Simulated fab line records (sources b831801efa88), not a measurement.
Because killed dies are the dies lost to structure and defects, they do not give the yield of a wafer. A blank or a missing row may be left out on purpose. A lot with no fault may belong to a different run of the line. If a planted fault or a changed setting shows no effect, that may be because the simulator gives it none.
Problem report in the 8D (eight disciplines) form, filled by code :: flow gf180mcu :: the parts of the form that need people (team, actions taken, sign-off) are left out

1. THE ISSUE
Wafers free of any fault read 46.12 ohm/sq (standard deviation 0.091) for NSD_RS at GF_PSD_RS_MEAS_14, against a mean of 41.92 ohm/sq on 9 wafers of 3 lots. Measured from the usual mean, that is -46 standard deviations.
The step: measures by four-point-probe.
First observed at day 16 16:40: wafer L830.1, on filmMetro-04. The record has a number at this step for 36 wafers belonging to 12 lots. By rule, "out" or "out of limits" means more than 4 standard deviations away from the usual mean. The rest of the wafers with a number are treated as sound.

2. WHAT IT IS, AND WHAT IT ISN'T
question: which readings at this step
is: NSD_RS
is not: -

question: which lots
is: L830, L831, L832
is not: L823, L825, L828, L838, L839, L840, L842, L844, L846

question: which wafers of those lots
is: all that have a number
is not: -

question: read on which gauges
is: filmMetro-03, filmMetro-04
is not: filmMetro-02

question: when
is: from day 16 16:40
is not: up to then (9 sound wafers); but 18 sound wafers of L838, L839, L840, L842, L844, L846 came after

3. THE SUSPECTS, EACH WITH WHAT RULES IT OUT
Counting: a tool at a process step up to the reading stays a suspect if it ran every lot that is out and no sound lot after the first of them.
- the gauge at GF_PSD_RS_MEAS_14 is ruled out. The wafers that are out were read on 2 gauges (filmMetro-03, filmMetro-04).
- rtpAnneal-02 at GF_PSD_RTA_13 (time 20 s): ruled out as a lasting fault. After its first lot that is out, L830 (day 16 16:35), sound lots L838, L839, L840, L842, L844 ran on it.
Left after counting: nothing in the record.

4. THE CAUSE (what the simulator had put in)
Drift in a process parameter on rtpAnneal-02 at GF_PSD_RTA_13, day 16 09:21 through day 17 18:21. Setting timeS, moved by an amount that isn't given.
It was ruled out by counting, in error; the rule expects a fault to strike all lots run on its tool from its start on, and this fault did not.

5. THE CHAIN OF EFFECTS, in route order
One row per reading whose mean, taken over the struck wafers that have a number, lies over 3 standard deviations from the usual. Only readings for which the record gives a usual standard deviation are gone through. hours: the time from each lot's start at the first step in this table that gives one to its start at this step, as a median over the lots. sigmas: the change in usual standard deviations.
hours: 0
step: GF_PSD_RTA_13
reading: runLengthS
usual: 48.7 s
on struck wafers: 71.9
change: +23.2
sigmas: +31

hours: 0
step: GF_PSD_RS_MEAS_14
reading: NSD_RS
usual: 46.12 ohm/sq
on struck wafers: 41.92
change: -4.20
sigmas: -46

hours: 0
step: GF_PSD_RS_MEAS_15
reading: PSD_RS
usual: 108.50 ohm/sq
on struck wafers: 100.87
change: -7.63
sigmas: -27
The process steps in it:
- GF_PSD_RTA_13: time 20 s.
Later steps that measure or inspect, where all struck wafers having a row at the step show a number for every such reading and not one has moved that far: GF_M1_RS_MEAS_05.

6. HOW IT WOULD HAVE BEEN CAUGHT EARLIER
7 hours passed between the start of the fault at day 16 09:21 and the first reading out of limits at a measuring or inspecting step in this record, taken at day 16 16:40.
The tool's own readings at GF_PSD_RTA_13 were out on every struck wafer that the step has a row for (runLengthS): an alarm limit on them would have fired on the first of those.
